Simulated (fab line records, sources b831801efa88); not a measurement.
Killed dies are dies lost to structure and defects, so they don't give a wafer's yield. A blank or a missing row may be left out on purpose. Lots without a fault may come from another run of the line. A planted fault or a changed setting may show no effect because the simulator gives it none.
Problem report in the 8D (eight disciplines) form, filled by code | flow sky130 | the parts of the form that need people (team, actions taken, sign-off) are left out

1. THE PROBLEM
oes_product_au at SKY_LDD_LDN_STRIP_12 reads a mean of 0.938 a.u. on 3 wafers of 1 lot; wafers without a fault read 0.715 a.u. with a standard deviation of 0.0043. That is +52 standard deviations from the usual mean.
The step: strips in O2/N2.
First seen on wafer L515.1, day 25 06:22, on plasma_asher-02. The record holds 36 wafers of 12 lots with a number at this step. Rule for "out", or "out of limits": more than 4 standard deviations from the usual mean. The other wafers with a number count as sound.

2. WHAT IT IS AND WHAT IT IS NOT
question                    | is                     | is not
which readings at this step | oes_product_au         | drypump_motor_current_A, n2_flow_sccm
which lots                  | L515                   | L508, L509, L510, L511, L512, L514, L516, L526, L527, L528, L529
which wafers of those lots  | all that have a number | -
read on which tools         | plasma_asher-02        | plasma_asher-01, plasma_asher-03
when                        | from day 25 06:22      | up to then (18 sound wafers); but 15 sound wafers of L516, L526, L527, L528, L529 came after

3. SUSPECTS, AND WHAT RULES EACH OUT
Counting: a tool at a process step up to the reading stays a suspect if it ran every lot that is out and no sound lot after the first of them.
- plasma_asher-01 at SKY_LDD_HVN_STRIP_09 (strips in O2/N2): kept. It ran the lot that is out, L515 (day 22 16:58), and no sound lot after that; its last sound lot up to then is L511 (day 21 10:43).
- plasma_asher-02 at SKY_LDD_LDN_STRIP_12 (strips in O2/N2): kept. It ran the lot that is out, L515 (day 25 06:22), and no sound lot after that; its last sound lot up to then is L514 (day 25 05:33). Its own readings are out on those wafers: oes_product_au.
Left after counting: plasma_asher-01 at SKY_LDD_HVN_STRIP_09, plasma_asher-02 at SKY_LDD_LDN_STRIP_12.

4. THE CAUSE (what the simulator had put in)
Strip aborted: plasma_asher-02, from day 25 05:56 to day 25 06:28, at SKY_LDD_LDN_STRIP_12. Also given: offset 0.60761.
Counting left 2 suspects, and this tool is among them.

5. THE CHAIN OF EFFECTS, in route order
Each row: a reading whose mean over the struck wafers that have a number lies more than 3 standard deviations from the usual. Only readings for which the record gives a usual standard deviation are gone through. hours: the time from each lot's start at the first step in this table that gives one to its start at this step, as a median over the lots. sigmas: the change in usual standard deviations.
hours | step                  | reading             | usual      | on struck wafers | change | sigmas
0     | SKY_LDD_LDN_STRIP_12  | oes_product_au      | 0.715 a.u. | 0.938            | +0.223 | +52
530   | SKY_PAD_OPEN_PROBE_99 | killed_at_front_end | 14         | 420              | +406   | +88
530   | SKY_PAD_OPEN_PROBE_99 | killed_dies         | 86         | 492              | +406   | +42
530   | SKY_PAD_OPEN_PROBE_99 | killed_on_rim       | 17         | 96               | +79    | +19
The process steps in it:
- SKY_LDD_LDN_STRIP_12: strips in O2/N2.
- SKY_PAD_OPEN_PROBE_99
Readings that are blank on the struck wafers while sound wafers have them: strip_time_to_endpoint_s at SKY_LDD_LDN_STRIP_12.
Later measuring or inspecting steps at which every struck wafer that the step has a row for has a number for every such reading, and none has moved that far: SKY_LDD_LDN_TW_MEAS_13.

6. WHAT WOULD HAVE CAUGHT IT SOONER
In this record the first reading out of limits was taken at day 25 06:22, 0 hours after the fault began at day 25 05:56.
